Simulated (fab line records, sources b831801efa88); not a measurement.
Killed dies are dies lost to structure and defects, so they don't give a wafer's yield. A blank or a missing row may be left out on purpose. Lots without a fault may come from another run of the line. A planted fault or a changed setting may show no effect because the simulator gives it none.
Chamber matching | flow gf180mcu | GF_V3_CMP_26 on cmp-02: 4 sister chambers
The step polishes, stops on SiO2, t overpolish 15 s, target thk 0 nm. 4 wafers are shown with their chamber, then 10 later ones without.

WAFERS WITH THEIR CHAMBER
wafer  | chamber | motor_current_A (A)
L835.1 | 0       | 11.5
L835.6 | 2       | 12.9
L838.1 | 3       | 11.6
L838.4 | 1       | 11.3

WAFERS WITHOUT THEIR CHAMBER
wafer  | motor_current_A (A)
L838.6 | 10.4
L839.2 | 11.5
L839.3 | 12.8
L839.4 | 10.9
L844.2 | 11.3
L844.4 | 11.5
L844.5 | 12.5
L848.1 | 10.7
L848.4 | 11.1
L848.5 | 11.6

WHICH CHAMBER EACH WENT THROUGH
wafer  | from the rows above          | in truth
L838.6 | can't be placed: 1 or 0 or 3 | 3
L839.2 | can't be placed: 0 or 3 or 1 | 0
L839.3 | 2                            | 2
L839.4 | can't be placed: 1 or 0 or 3 | 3
L844.2 | can't be placed: 1 or 0 or 3 | 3
L844.4 | can't be placed: 0 or 3 or 1 | 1
L844.5 | can't be placed: 2 or 3 or 0 | 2
L848.1 | can't be placed: 1 or 0 or 3 | 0
L848.4 | can't be placed: 1 or 0 or 3 | 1
L848.5 | can't be placed: 3 or 0 or 1 | 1
Placed correctly: 1 of 10. Can't be placed from these rows: 9 (the true chamber is among the candidates in 9). Placed wrongly: 0.
How it was worked out, from the rows above alone: a wafer's distance from a chamber is the root of the sum, over the readings, of the square of ((its reading less the chamber's mean) divided by the reading's scatter). The wafer belongs to the nearest chamber; if the next one is less than 2 further off, it can't be placed. A chamber's mean is the mean of its shown wafers. The scatter: with one shown wafer a chamber, the root of the mean of the squares of how far each hidden wafer lies from its nearest shown one.
